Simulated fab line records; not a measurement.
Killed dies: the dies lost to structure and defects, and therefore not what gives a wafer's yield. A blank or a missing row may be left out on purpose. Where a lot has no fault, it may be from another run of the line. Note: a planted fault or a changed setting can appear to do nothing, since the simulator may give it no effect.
Chamber matching    flow sky130    SKY_VIA1_ETCH_15 on rie diel-03 has 4 sister chambers
The step etches SiO2 in C4F8/O2/Ar, stops on TiN, target depth 351 nm, time 54 s. 4 wafers are shown with their chamber, then 10 later ones without.

== EACH WAFER AND ITS CHAMBER ==
wafer   chamber  oes product au (a.u.)
L088.2  0        0.984
L088.4  3        0.987
L091.1  1        0.979
L091.2  2        0.973

== WAFERS MISSING THEIR CHAMBER ==
wafer   oes product au (a.u.)
L091.3  0.982
L091.4  0.975
L091.5  0.983
L091.6  0.996
L093.1  0.992
L093.5  0.994
L093.6  0.993
L097.1  0.980
L097.5  0.983
L097.6  0.986

== WHICH CHAMBER EACH WENT THROUGH ==
wafer   from the rows above                in truth
L091.3  can't be placed: 0 or 1 or 3 or 2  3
L091.4  can't be placed: 2 or 1 or 0       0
L091.5  can't be placed: 0 or 1 or 3 or 2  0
L091.6  can't be placed: 3 or 0 or 1       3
L093.1  can't be placed: 3 or 0 or 1       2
L093.5  can't be placed: 3 or 0 or 1       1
L093.6  can't be placed: 3 or 0 or 1       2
L097.1  can't be placed: 1 or 0 or 2 or 3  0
L097.5  can't be placed: 0 or 1 or 3 or 2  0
L097.6  can't be placed: 3 or 0 or 1       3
0 of 10 placed correctly. Unplaceable from these rows: 10, with the true chamber sitting among the candidates in 8. Wrongly placed: 0.
How it was worked out, from the rows above alone: a wafer's distance from a chamber is the root of the sum, over the readings, of the square of ((its reading less the chamber's mean) divided by the reading's scatter). If the next closest chamber is less than 2 further off than the closest, the wafer can't be placed; otherwise it belongs to the closest. A chamber's mean is the mean of its shown wafers. The scatter (one wafer shown for each chamber): square how far every hidden wafer sits from the nearest shown wafer, average those squares and take the square root.
